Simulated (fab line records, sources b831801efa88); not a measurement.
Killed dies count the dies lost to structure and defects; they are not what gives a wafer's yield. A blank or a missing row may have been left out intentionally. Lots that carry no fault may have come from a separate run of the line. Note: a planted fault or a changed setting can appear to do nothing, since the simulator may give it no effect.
Which tool was responsible? -- flow sky130 -- 11 lots with 33 wafers sampled at 2 steps, on a route of 708 steps

== WHAT THE GAUGES SHOWED, per wafer ==
SKY_VIA2_RS_MEAS_22: uses a four-point probe to measure. Usual: VIA2_W_RS typically reads 0.273 ohm/sq, with standard deviation 0.0039.
lot,measured,on,VIA2_W_RS (ohm/sq),flag
L525,day 36 19:08,film metro-01,0.278 0.276 0.275,
L528,day 37 19:19,film metro-01,0.277 0.272 0.268,
L530,day 38 16:07,film metro-01,0.278 0.271 0.276,
L531,day 38 21:11,film metro-01,0.277 0.268 0.276,
L533,day 39 11:37,film metro-01,0.267 0.268 0.270,
L534,day 39 22:47,film metro-02,0.274 0.272 0.278,
L536,day 40 08:20,film metro-02,0.272 0.270 0.272,
L537,day 40 15:03,film metro-01,0.274 0.280 0.276,
L544,day 42 22:00,film metro-01,0.268 0.271 0.270,
L545,day 43 01:35,film metro-03,0.272 0.274 0.273,
L546,day 43 07:56,film metro-02,0.270 0.272 0.270,

SKY_VIA2_THK_MEAS_23: measures by xrf. Usual: VIA2_W_THK typically reads 414 nm, with standard deviation 9.9.
lot,measured,on,VIA2_W_THK (nm),flag
L525,day 36 19:15,film metro-01,402 404 408,
L528,day 37 19:25,film metro-01,398 410 410,
L530,day 38 16:13,film metro-01,401 414 405,
L531,day 38 21:18,film metro-01,406 418 407,
L533,day 39 11:43,film metro-01,411 408 408,
L534,day 39 22:54,film metro-02,431 432 423,
L536,day 40 08:26,film metro-02,428 428 425,
L537,day 40 15:09,film metro-01,405 398 405,
L544,day 42 22:06,film metro-01,410 404 410,
L545,day 43 01:42,film metro-03,420 414 420,
L546,day 43 08:03,film metro-02,431 430 435,

== WHICH TOOL RAN EACH LOT (tool, then ch and the chambers of the sampled wafers, then the start) ==
Before these readings, the record contains no process step.

== AS READ BY THE TOOLS THEMSELVES (means over the sampled wafers that have a number; for cases with no such wafer, the mark the record gives instead) ==
The record holds no such reading with a usual standard deviation.

== THE ANSWER, worked out from the rows above alone ==
Rule: a lot is off if the mean of its wafers that have a number lies more than 3 standard deviations from the usual mean. Also off: a lot with no number at a reading for which 4 or more lots have one. Where the step has rows for the other lots, those lots are counted as sound. First the gauges in route order, then the tools' own readings, where a lot's mean is used as printed above. The first step at which some lot is off is used, and at that step the reading that is off furthest; a lot without a number counts as furthest.
None of the lots is off at any reading shown; this tells nothing.

== WHAT THE SIMULATOR PUT IN ==
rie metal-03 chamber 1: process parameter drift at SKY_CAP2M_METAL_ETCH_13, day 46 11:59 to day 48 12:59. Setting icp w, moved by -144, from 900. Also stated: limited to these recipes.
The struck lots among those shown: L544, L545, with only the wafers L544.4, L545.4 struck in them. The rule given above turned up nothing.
